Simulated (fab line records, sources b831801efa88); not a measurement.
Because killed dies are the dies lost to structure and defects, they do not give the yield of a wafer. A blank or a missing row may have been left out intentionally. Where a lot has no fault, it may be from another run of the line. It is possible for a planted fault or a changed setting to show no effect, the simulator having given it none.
Struck lot and sound lot, side by side :: flow sky130 :: 23 steps out of a route of 708
Sound: the wafers L662.2, L662.3, L662.5. Struck: wafers L660.1, L660.5, L660.6. Last of all comes the cause.
Each step with rows lists, per side, the tool, then ch with its chambers, then its first start. Under that, the readings that differ: sound wafers :: struck wafers :: difference of the means :: sigmas: that difference in standard deviations of wafers without a fault.
alike: words and numbers the same on both sides, and readings whose means are apart by under 2 such deviations; not compared: readings that were withheld, readings missing a value for some wafer, numbers with overlapping values and no deviation given by the record, and bounds like >300 which may hide the same value.
A row with sigmas, a row that says differs or no value, or rows on one side alone: a step with any of these is where the two part. When numbers do not overlap yet have no deviation, they are printed without sigmas and do not part them. A reading missing from all wafers of one side parts the sides only when that side holds two or more wafers.

SKY_VIA1_THK_MEAS_23: measures by xrf.
  struck on film metro-03, day 38 21:54; sound on film metro-03, day 39 09:18
  alike: VIA1_W_THK
SKY_VIA1_CMP_24: polishes, stops on SiO2, t overpolish 15 s, target thk 0 nm.
  sound on cmp-02 ch 0,1,2, day 39 09:27; struck on cmp-01 ch 2,3, day 38 22:10
  alike: motor current A, overpolish run s, time to endpoint s
SKY_METAL2_SPUTTER_00: material Ti, target thk 15 nm, time 10 s.
  struck on pvd sputter-04, day 38 22:28; sound on pvd sputter-01, day 39 09:39
  alike: throttle valve pct
SKY_METAL2_SPUTTER_01: material TiN, target thk 20 nm, time 16.7 s.
  struck on pvd sputter-04, day 38 22:29; sound on pvd sputter-01, day 39 09:40
  alike: throttle valve pct
SKY_METAL2_SPUTTER_02: material AlCu, target thk 250 nm, time 13.3 s.
  struck on pvd sputter-04, day 38 22:31; sound on pvd sputter-01, day 39 09:41
  alike: throttle valve pct
then, 2 steps without rows for these wafers: SKY_METAL2_SPUTTER_03 (material Ti, target thk 5 nm, time 3.3 s); SKY_METAL2_SPUTTER_04 (material TiN, target thk 70 nm, time 58.3 s).
SKY_METAL2_RS_MEAS_05: the measuring method here is four-point-probe.
  struck on film metro-01, day 38 22:37; sound on film metro-04, day 39 09:49
  alike: METAL2_ALCU_RS
SKY_METAL2_THK_MEAS_06: measures by xrf.
  struck on film metro-01, day 38 22:44; sound on film metro-04, day 39 09:55
  alike: METAL2_ALCU_THK
then, 3 steps without rows for these wafers: SKY_METAL2_DEHYDRATE_07 (time 60 s); SKY_METAL2_HMDS_08 (prime time 60 s); SKY_METAL2_COAT_09 (resist thk 60 nm).
SKY_METAL2_COAT_10: resist thk 450 nm.
  sound on litho track-04 ch 0, day 39 22:00; struck on litho track-02 ch 0, day 39 10:00
reading: spin speed rpm (rpm)
sound: 3001.8 3001.1 3004.2
struck: 2937.8 2937.5 2940.9
difference: -63.6
sigmas: -35

reading: model.KrF-thick_of_METAL2_COAT_10.thk nm (nm)
sound: 451.5 450.7 449.8
struck: 454 455.2 454.7
difference: +4
sigmas: 
then, 4 steps without rows for these wafers: SKY_METAL2_SOFTBAKE_11 (time 90 s); SKY_METAL2_EXPOSE_12 (exposes mask MM2, target cd 140 nm); SKY_METAL2_PEB_13; SKY_METAL2_DEVELOP_14 (develop time 60 s).
SKY_METAL2_CD_MEAS_15: the cd target is 140 nm.
  struck on cd sem-02, day 39 23:50; sound on cd sem-01, day 40 10:38
  alike: cd nm
SKY_METAL2_OVL_MEAS_16:
  struck on overlay-01, day 39 23:57; sound on overlay-02, day 40 10:44
  alike: METAL2_OVL
then, 1 step without rows for these wafers: SKY_METAL2_DESCUM_17 (chemistry O2, time 8 s).
SKY_METAL2_ETCH_18: etches BARC in N2/H2, stops on SiO2, time 45.9 s, target depth 60 nm.
  sound on rie metal-03 ch 0,1, day 40 10:48; struck on rie metal-02 ch 0,1, day 40 00:01
reading: model.KrF-thick_of_METAL2_COAT_10.thk nm (nm)
sound: 393.8 393 391.6
struck: 395.4 396.7 398.1
difference: +3.9
sigmas: 
  alike: drypump motor current A, oes product au, throttle valve pct
  not compared: rf hours counter h
SKY_METAL2_METAL_ETCH_19: etches the open film in Cl2/BCl3, stops on SiO2, target depth 360 nm, time 78 s.
  sound on rie metal-03 ch 0,1, day 40 10:52; struck on rie metal-02 ch 0,1, day 40 00:05
  alike: drypump motor current A, oes product au, throttle valve pct
  not compared: rf hours counter h
-- the record jumps here: 9 days lie between the struck wafers' starts before and after (it left off in module METAL2 and takes up again in module PAD_OPEN, whose first step shown is number 708 of the route) --
SKY_PAD_OPEN_PROBE_99:
  struck on prober-02, day 49 11:30; sound on prober-02, day 49 21:56
  alike: defect limited yield, killed_at_M0_to_M3, killed_at_M4_up, killed at contacts, killed at front end, killed at other, killed dies, killed open, killed short, sort_bin_3_pad_short, sort_bin_5_function, sort_bin_6_memory, sort n pass, sort yield pct

WHERE THEY PART
Within this record, at SKY_METAL2_COAT_10 only. Later steps at which nothing parts them and some readings are alike: SKY_METAL2_CD_MEAS_15, SKY_METAL2_OVL_MEAS_16, SKY_METAL2_ETCH_18, SKY_METAL2_METAL_ETCH_19, SKY_PAD_OPEN_PROBE_99.

WHY: the cause the simulator had injected
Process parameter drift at SKY_METAL2_COAT_10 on litho track-02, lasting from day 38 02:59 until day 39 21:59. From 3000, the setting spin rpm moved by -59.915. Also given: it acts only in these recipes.
